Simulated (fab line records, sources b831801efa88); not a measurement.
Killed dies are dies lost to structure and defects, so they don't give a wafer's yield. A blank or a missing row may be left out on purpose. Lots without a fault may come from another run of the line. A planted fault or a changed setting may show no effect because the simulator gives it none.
Which tool did it? | flow sky130 | 6 lots, 18 wafers sampled, at 2 steps of a route of 708

WHAT THE GAUGES READ, wafer by wafer
SKY_NWELL_TW_MEAS_26.
lot  | measured     | on            | NWELL_2_TW
L895 | day 5 15:16  | film_metro-02 | 494 495 495
L897 | day 6 02:13  | film_metro-04 | 498 497 497
L903 | day 7 15:56  | film_metro-02 | 496 496 494
L905 | day 8 01:52  | film_metro-02 | 493 494 493
L914 | day 10 09:04 | film_metro-04 | 403 402 399
L916 | day 10 23:16 | film_metro-02 | 497 497 499

WHICH TOOL RAN EACH LOT (tool, then ch and the chambers of the sampled wafers, then the start)
lot  | SKY_NWELL_IMPLANT_24
L895 | implanter-01 ch 0, day 5 15:01
L897 | implanter-02 ch 0, day 6 01:58
L903 | implanter-04 ch 0, day 7 15:43
L905 | implanter-04 ch 0, day 8 01:37
L914 | implanter-02 ch 0, day 10 08:52
L916 | implanter-04 ch 0, day 10 23:01
- SKY_NWELL_IMPLANT_24

THE ANSWER, worked out from the rows above alone
Rule: what is usual is taken from the lots themselves. Put in order of their means at a reading, lots are off if they are a third of the lots or fewer, leave a main group of 4 or more, and stand apart from it by a gap of 3 or more times the standard deviation of the main group's means; of several such gaps the widest counts. A main group whose means are all the same, to the digits that the tables above print for the reading, isn't used. A lot without any number at a reading at which 4 lots or more have one is off too. The other lots that the step has rows for count as sound.
Off: L914, at SKY_NWELL_TW_MEAS_26 (NWELL_2_TW). The main group: mean 496, standard deviation 1.6.
A tool fits if, at a process step before that reading, it ran every lot that is off, and no sound lot after the first of them. The gauges at SKY_NWELL_TW_MEAS_26 are tried like those tools. Can't be told from this: 2 tools fit, implanter-02 at SKY_NWELL_IMPLANT_24, film_metro-04 at SKY_NWELL_TW_MEAS_26.

WHAT THE SIMULATOR HAD PUT IN
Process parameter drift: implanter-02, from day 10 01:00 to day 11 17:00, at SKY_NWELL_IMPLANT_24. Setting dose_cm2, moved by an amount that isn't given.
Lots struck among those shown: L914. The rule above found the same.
